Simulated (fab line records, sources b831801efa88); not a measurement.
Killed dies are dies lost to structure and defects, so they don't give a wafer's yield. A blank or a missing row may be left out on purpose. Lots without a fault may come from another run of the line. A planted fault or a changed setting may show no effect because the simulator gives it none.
Which tool did it? | flow sky130 | 7 lots, 21 wafers sampled, at 3 steps of a route of 708

WHAT THE GAUGES READ, wafer by wafer
SKY_NWELL_TW_MEAS_26.
lot  | measured     | on            | NWELL_2_TW
L265 | day 5 09:14  | film_metro-02 | 495 495 496
L267 | day 5 21:32  | film_metro-04 | 490 494 492
L272 | day 7 21:42  | film_metro-04 | 30 29 29
L273 | day 8 00:05  | film_metro-01 | 497 496 498
L276 | day 8 09:40  | film_metro-04 | 493 494 494
L280 | day 9 08:00  | film_metro-04 | 492 493 494
L283 | day 10 05:17 | film_metro-01 | 495 497 496

WHICH TOOL RAN EACH LOT (tool, then ch and the chambers of the sampled wafers, then the start)
lot  | SKY_NWELL_STRIP_14                  | SKY_NWELL_STRIP_25
L265 | plasma_asher-03 ch 0,1, day 4 16:35 | plasma_asher-03 ch 0,1, day 5 09:08
L267 | plasma_asher-01 ch 0,1, day 5 04:17 | plasma_asher-03 ch 0,1, day 5 21:26
L272 | plasma_asher-01 ch 0,1, day 7 01:33 | plasma_asher-04 ch 0,1, day 7 21:36
L273 | plasma_asher-04 ch 0,1, day 7 03:59 | plasma_asher-03 ch 0,1, day 7 23:59
L276 | plasma_asher-01 ch 0,1, day 7 13:05 | plasma_asher-01 ch 0,1, day 8 09:33
L280 | plasma_asher-01 ch 0,1, day 8 10:59 | plasma_asher-04 ch 0,1, day 9 07:54
L283 | plasma_asher-03 ch 0,1, day 9 06:50 | plasma_asher-01 ch 0,1, day 10 05:11
- SKY_NWELL_STRIP_14: strips in O2/N2.
- SKY_NWELL_STRIP_25: strips in O2/N2.

THE ANSWER, worked out from the rows above alone
Rule: what is usual is taken from the lots themselves. Put in order of their means at a reading, lots are off if they are a third of the lots or fewer, leave a main group of 4 or more, and stand apart from it by a gap of 3 or more times the standard deviation of the main group's means; of several such gaps the widest counts. A main group whose means are all the same, to the digits that the tables above print for the reading, isn't used. A lot without any number at a reading at which 4 lots or more have one is off too. The other lots that the step has rows for count as sound.
Off: L272, at SKY_NWELL_TW_MEAS_26 (NWELL_2_TW). The main group: mean 494, standard deviation 1.8.
A tool fits if, at a process step before that reading, it ran every lot that is off, and no sound lot after the first of them. The gauges at SKY_NWELL_TW_MEAS_26 are tried like those tools. None of those tried fits.

WHAT THE SIMULATOR HAD PUT IN
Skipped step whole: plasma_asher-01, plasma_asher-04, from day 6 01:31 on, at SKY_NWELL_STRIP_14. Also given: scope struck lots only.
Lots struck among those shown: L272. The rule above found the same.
